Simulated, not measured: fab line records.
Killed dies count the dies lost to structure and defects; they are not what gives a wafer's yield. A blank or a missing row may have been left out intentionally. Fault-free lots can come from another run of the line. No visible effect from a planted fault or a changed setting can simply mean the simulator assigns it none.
fab line records	flow sky130
record: lots: 7	wafers: 21	last_day: 50
route steps=708 shown VIA2@515
lots with no fault: from the same line, run without faults
start_h: hours from the record's opening day to when the first of the lot's shown wafers began	wait_h: hours from the lot's prior step to this one	" identical to the entry in the row above	L1.1+2: a row that stands for several wafers	- no value, or no start was given	* or withheld: withheld	< > ~ a bound
route shown NAME@n: NAME is a module with steps in the file, n the number in the route of the first one	usual: mean and standard deviation over wafers with no fault	same: alike in all rows	chamber/n: place in a boat	sites: the reading at each site	_std_site: the standard deviation of these	_edge_site: inner sites' mean taken away from outer sites' mean	radius_mm: for every site, how far away it sits from the centre of the wafer	mask NAME#n: copy n	behind: tool/chamber where the wafer was last shaped	hold: the reason the lot was held/the length of the hold in hours/how it ended	device: names the non-switching transistor (n, p or np)	end of line: at the end of the route, the tests of the same wafers	where a step has no rows: the recipe by itself	killed: the dies lost at the first sort to structure and to defects; this is not the yield of the wafer	map: shows each die of a wafer: x if killed, . if not, _ if none is there
set.NAME: the setting as run; set.NAME@STEP: as run at that earlier step	model.NAME: the simulator's own value behind a step, which no gauge read
a table for each step, a row for each wafer; lots at some steps of the route
services: a tool's chamber out of use, with start hour (start_h, from the record's first day; less than 0 if before it), hours out, and reason
== steps ==
step: SKY_VIA2_SOFTBAKE_08
recipe: temp_c: 100	time_s: 90	resist: KrF-thick
step: SKY_VIA2_EXPOSE_09
recipe: mask_id: VIM2	na: 0.8	source_shape: annular	sigma_inner: 0.55	sigma_outer: 0.85	target_cd_nm: 200	dose_mj: 38
step: SKY_VIA2_PEB_10
recipe: peb_temp_c: withheld	peb_time_s: withheld	resist: KrF-thick
step: SKY_VIA2_DEVELOP_11
recipe: develop_time_s: 60	resist: KrF-thick	dev_temp_c: 21
step: SKY_VIA2_CD_MEAS_12
recipe: target_cd_nm: 200
usual: cd_nm: 200.0/1.4
lot.wafer	tool	chamber	start_h	wait_h	cd_nm
L262.3	cd_sem-01	-	910.90	-	201.2
L262.4	"	-	"	"	200.6
L262.5	"	-	"	"	201.3
L268.4	cd_sem-02	-	933.92	-	201.0
L268.5	"	-	"	"	200.9
L268.6	"	-	"	"	199.9
L273.3	cd_sem-02	-	970.58	-	201.8
L273.5	"	-	"	"	201.1
L273.6	"	-	"	"	201.6
L274.1	cd_sem-02	-	988.99	-	200.3
L274.3	"	-	"	"	201.1
L274.5	"	-	"	"	200.5
L275.1	cd_sem-02	-	991.28	-	199.4
L275.5	"	-	"	"	198.9
L275.6	"	-	"	"	200.5
L278.2	cd_sem-02	-	996.03	-	198.1
L278.3	"	-	"	"	201.0
L278.6	"	-	"	"	199.8
L279.1	cd_sem-02	-	1003.11	-	196.9
L279.3	"	-	"	"	196.8
L279.6	"	-	"	"	197.7
step: SKY_VIA2_OVL_MEAS_13
usual: VIA2_OVL: -1/5.5
lot.wafer	tool	chamber	start_h	wait_h	VIA2_OVL[nm]
L262.3	overlay-01	-	910.99	0.1	-6
L262.4	"	-	"	"	-13
L262.5	"	-	"	"	-3
L268.4	overlay-02	-	934.00	0.1	-2
L268.5	"	-	"	"	-5
L268.6	"	-	"	"	-9
L273.3	overlay-02	-	970.67	0.1	-2
L273.5	"	-	"	"	-4
L273.6	"	-	"	"	-8
L274.1	overlay-02	-	989.11	0.1	-5
L274.3	"	-	"	"	-6
L274.5	"	-	"	"	1
L275.1	overlay-01	-	991.40	0.1	0
L275.5	"	-	"	"	2
L275.6	"	-	"	"	4
L278.2	overlay-01	-	996.14	0.1	0
L278.3	"	-	"	"	-2
L278.6	"	-	"	"	-8
L279.1	overlay-01	-	1003.23	0.1	5
L279.3	"	-	"	"	9
L279.6	"	-	"	"	6
step: SKY_VIA2_ETCH_14
recipe: chemistry: N2/H2	target: BARC	ion_energy_ev: 200	source_w: 500	bias_w: 100	pressure_mtorr: 30	n2_flow_sccm: 100	h2_flow_sccm: 200	stop_on: SiO2	time_s: 45.9	target_depth_a: 600
usual: drypump_motor_current_A: 5.9/0.31	oes_product_au: 0.855/0.005	rf_fwd_power_W: 494.7/1.9	throttle_valve_pct: 13.224/0.0091
lot.wafer	tool	chamber	start_h	wait_h	drypump_motor_current_A	oes_product_au	rf_fwd_power_W	rf_hours_counter_h	throttle_valve_pct
L262.3	rie_diel-02	3	911.02	0.0	6.6	0.856	495.5	3	13.224
L262.4	"	1	"	"	5.5	0.856	496.4	9	13.214
L262.5	"	2	"	"	6.0	0.857	496.8	-	13.223
L268.4	rie_diel-03	2	934.02	0.0	5.7	0.852	492.8	16	13.221
L268.5	"	0	"	"	6.2	0.860	489.4	-	13.223
L268.6	"	1	"	"	6.2	0.851	496.4	-	13.245
L273.3	rie_diel-03	0	970.70	0.0	6.2	0.854	492.8	11	13.217
L273.5	"	0	"	"	6.2	0.860	493.0	-	13.230
L273.6	"	3	"	"	5.8	0.852	494.4	-	13.224
L274.1	rie_diel-01	2	989.15	0.0	6.0	0.845	497.3	18	13.218
L274.3	"	1	"	"	5.8	0.863	496.9	21	13.223
L274.5	"	1	"	"	5.8	0.865	495.9	-	13.227
L275.1	rie_diel-02	1	991.44	0.0	5.5	0.857	495.6	11	13.224
L275.5	"	2	"	"	6.0	0.858	494.3	-	13.208
L275.6	"	3	"	"	6.6	0.866	494.1	-	13.218
L278.2	rie_diel-03	0	996.17	0.0	6.2	0.856	490.1	12	13.232
L278.3	"	2	"	"	5.7	0.856	497.9	18	13.215
L278.6	"	2	"	"	5.7	0.858	495.8	-	13.227
L279.1	rie_diel-01	0	1003.27	0.0	5.7	0.854	495.3	11	13.223
L279.3	"	3	"	"	5.6	0.851	495.9	12	13.226
L279.6	"	1	"	"	5.8	0.852	494.1	-	13.225
step: SKY_VIA2_ETCH_15
recipe: target: SiO2	chemistry: C4F8/O2/Ar	target_depth_nm: 546	stop_on: TiN	mask_material: KrF-thick	source_w: 1500	bias_w: 1200	pressure_mtorr: 40	c4f8_flow_sccm: withheld	O2_flow_sccm: 6	Ar_flow_sccm: 300	time_s: 84
usual: oes_product_au: 0.939/0.0042	rf_fwd_power_W: 1489/5.4
lot.wafer	tool	chamber	start_h	wait_h	oes_product_au	rf_fwd_power_W	rf_hours_counter_h
L262.3	rie_diel-02	3	911.06	0.0	0.947	1488	3
L262.4	"	1	"	"	0.939	1494	9
L262.5	"	2	"	"	0.941	1494	-
L268.4	rie_diel-03	2	934.06	0.0	0.949	1489	16
L268.5	"	0	"	"	0.940	1485	-
L268.6	"	1	"	"	0.937	1491	-
L273.3	rie_diel-03	0	970.74	0.0	0.939	1486	11
L273.5	"	0	"	"	0.935	1475	-
L273.6	"	3	"	"	0.936	1488	-
L274.1	rie_diel-01	2	989.19	0.0	0.938	1487	18
L274.3	"	1	"	"	0.939	1490	21
L274.5	"	1	"	"	0.940	1487	-
L275.1	rie_diel-02	1	991.48	0.0	0.940	1499	11
L275.5	"	2	"	"	0.929	1496	-
L275.6	"	3	"	"	0.940	1490	-
L278.2	rie_diel-03	0	996.21	0.0	0.937	1489	12
L278.3	"	2	"	"	0.942	1488	18
L278.6	"	2	"	"	0.937	1491	-
L279.1	rie_diel-01	0	1003.31	0.0	0.938	1489	11
L279.3	"	3	"	"	0.939	1487	12
L279.6	"	1	"	"	0.938	1492	-
step: SKY_VIA2_STRIP_16
recipe: chemistry: O2/N2	power_w: 1400	pressure_mtorr: 1500	platen_temp_c: withheld	o2_flow_sccm: 3000	n2_flow_sccm: 300	overash_fraction: 0.5
usual: drypump_motor_current_A: 5.6/0.45	oes_product_au: 0.399/0.0044	strip_time_to_endpoint_s: 4.051/0.026
lot.wafer	tool	chamber	start_h	wait_h	drypump_motor_current_A	oes_product_au	rf_hours_counter_h	strip_time_to_endpoint_s
L262.3	plasma_asher-01	0	911.16	0.1	5.3	0.402	-	4.049
L262.4	"	1	"	"	5.9	0.392	-	4.039
L262.5	"	1	"	"	5.9	0.404	-	4.029
L268.4	plasma_asher-03	0	934.16	0.1	4.8	0.402	-	4.071
L268.5	"	1	"	"	6.1	0.406	-	4.087
L268.6	"	0	"	"	4.9	0.399	-	4.054
L273.3	plasma_asher-03	1	970.83	0.1	6.1	0.399	-	4.123
L273.5	"	0	"	"	4.8	0.400	-	4.072
L273.6	"	1	"	"	6.1	0.401	-	4.077
L274.1	plasma_asher-03	1	989.25	0.0	6.1	0.407	116	4.021
L274.3	"	0	"	"	4.8	0.402	-	4.036
L274.5	"	0	"	"	4.9	0.406	-	4.053
L275.1	plasma_asher-01	0	991.54	0.0	5.3	0.393	25	4.032
L275.5	"	1	"	"	5.9	0.403	-	4.051
L275.6	"	0	"	"	5.3	0.397	-	4.073
L278.2	plasma_asher-02	0	996.27	0.0	5.8	0.403	55	4.075
L278.3	"	0	"	"	5.8	0.403	-	4.073
L278.6	"	1	"	"	5.9	0.401	-	4.080
L279.1	plasma_asher-03	1	1003.37	0.0	6.1	0.400	118	4.037
L279.3	"	1	"	"	6.1	0.405	-	4.007
L279.6	"	0	"	"	4.8	0.394	-	4.042
step: SKY_VIA2_STRIP_17
recipe: chemistry: post_etch_residue_remover	time_s: 1200	temp_c: 72.5
step: SKY_VIA2_CLEAN_18
recipe: chemistry: IPA	time_s: 180	temp_c: 25
step: SKY_VIA2_CLEAN_19
recipe: chemistry: O3/DIW	dry: n2_spin
step: SKY_VIA2_SPUTTER_20
recipe: material: TiN	target_thk_nm: 20	chamber_pressure_pa: 5	power_w: 4000	time_s: 80
usual: cathode_dc_power_W: 4000.1/0.76	chamber_pressure_pa: 4.999/0.0097	throttle_valve_pct: 30.4/0.69
lot.wafer	tool	chamber	start_h	wait_h	cathode_dc_power_W	chamber_pressure_pa	throttle_valve_pct
L262.3	pvd_sputter-03	-	911.72	0.0	4000.2	5.014	31.2
L262.4	"	-	"	"	3999.8	4.982	30.7
L262.5	"	-	"	"	4000.0	5.013	30.5
L268.4	pvd_sputter-04	-	934.76	0.0	3999.8	5.006	30.8
L268.5	"	-	"	"	4000.2	4.999	31.2
L268.6	"	-	"	"	3999.3	5.000	30.0
L273.3	pvd_sputter-01	-	971.39	0.0	-	-	-
L273.5	"	-	"	"	-	-	-
L273.6	"	-	"	"	-	-	-
L274.1	pvd_sputter-04	-	989.84	0.0	-	-	-
L274.3	"	-	"	"	-	-	-
L274.5	"	-	"	"	-	-	-
L275.1	pvd_sputter-01	-	992.13	0.0	-	-	-
L275.5	"	-	"	"	-	-	-
L275.6	"	-	"	"	-	-	-
L278.2	pvd_sputter-03	-	996.87	0.0	3999.5	5.001	30.8
L278.3	"	-	"	"	4000.7	5.015	30.7
L278.6	"	-	"	"	4000.2	4.998	30.6
L279.1	pvd_sputter-01	-	1003.97	0.0	4000.2	4.993	30.8
L279.3	"	-	"	"	4000.2	5.003	29.3
L279.6	"	-	"	"	4000.2	5.004	29.1
step: SKY_VIA2_CVD_21
recipe: material: W	target_thk_nm: 420	time_s: 126.4	temp_c: 400	pressure_torr: 40
usual: heater_power_w: 860/150
lot.wafer	tool	chamber	start_h	wait_h	heater_power_w
L262.3	cvd_w-02	0	911.83	0.1	837
L262.4	"	1	"	"	803
L262.5	"	0	"	"	843
L268.4	cvd_w-01	1	934.86	0.1	1084
L268.5	"	1	"	"	1074
L268.6	"	0	"	"	699
L273.3	cvd_w-01	1	971.50	0.1	1078
L273.5	"	1	"	"	1073
L273.6	"	0	"	"	692
L274.1	cvd_w-01	1	989.90	0.0	1106
L274.3	"	1	"	"	1054
L274.5	"	1	"	"	1100
L275.1	cvd_w-01	1	992.19	0.0	1028
L275.5	"	1	"	"	1059
L275.6	"	0	"	"	692
L278.2	cvd_w-01	0	996.94	0.0	702
L278.3	"	0	"	"	713
L278.6	"	1	"	"	1068
L279.1	cvd_w-02	1	1004.03	0.0	787
L279.3	"	0	"	"	866
L279.6	"	1	"	"	792
== services ==
tool	chamber	start_h	hours	kind
rie_diel-01	3	890.51	11.8	repair
pvd_sputter-03	-	898.83	0.7	repair
cvd_w-01	-	904.00	14.0	pm
cvd_w-01	0	904.00	14.0	vent_cycle
cvd_w-01	1	904.00	14.0	vent_cycle
pvd_sputter-01	-	909.97	1.9	repair
cvd_w-01	0	918.00	-	clean
cvd_w-01	1	918.00	-	clean
pvd_sputter-03	-	920.18	1.9	repair
cvd_w-02	-	925.31	28.1	pm
rie_diel-01	-	929.51	2.8	pm
rie_diel-03	0	930.68	2.7	repair
plasma_asher-01	-	937.26	2.8	pm
pvd_sputter-04	-	942.44	1.1	repair
rie_diel-02	0	947.90	12.3	repair
cvd_w-02	-	954.32	2.7	repair
cvd_w-02	-	957.02	0.4	repair
pvd_sputter-04	-	976.07	8.4	repair
rie_diel-03	1	989.94	2.1	repair
rie_diel-01	3	993.68	5.6	repair
rie_diel-01	2	1002.50	4.6	repair
== key ==
first_sign: step: SKY_VIA2_SPUTTER_20	reading: tool_record	direction: missing
effect none on later readings
met_at SKY_VIA2_SPUTTER_20
struck_wafers L273.3,L273.5,L273.6,L274.1,L274.3,L274.5,L275.1,L275.5,L275.6
later_rows_left_out L273.3,L273.5,L273.6,L274.1,L274.3,L274.5,L275.1,L275.5,L275.6
sort_left_out L273.3,L273.5,L273.6,L274.1,L274.3,L274.5,L275.1,L275.5,L275.6
onset_between 934.76 971.39
fault: kind: skipped_step_whole	tool: pvd_sputter-01,pvd_sputter-04	chamber: -	onset_h: 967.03	steps: SKY_VIA2_SPUTTER_20	scope: struck_lots_only
sort_left_out: the simulated sort isn't trusted on such a fault, so these wafers' sort isn't shown, and their yield isn't known
later_rows_left_out: the simulator's readings of these wafers behind a module that went badly wrong aren't trusted and aren't shown, but for the sort
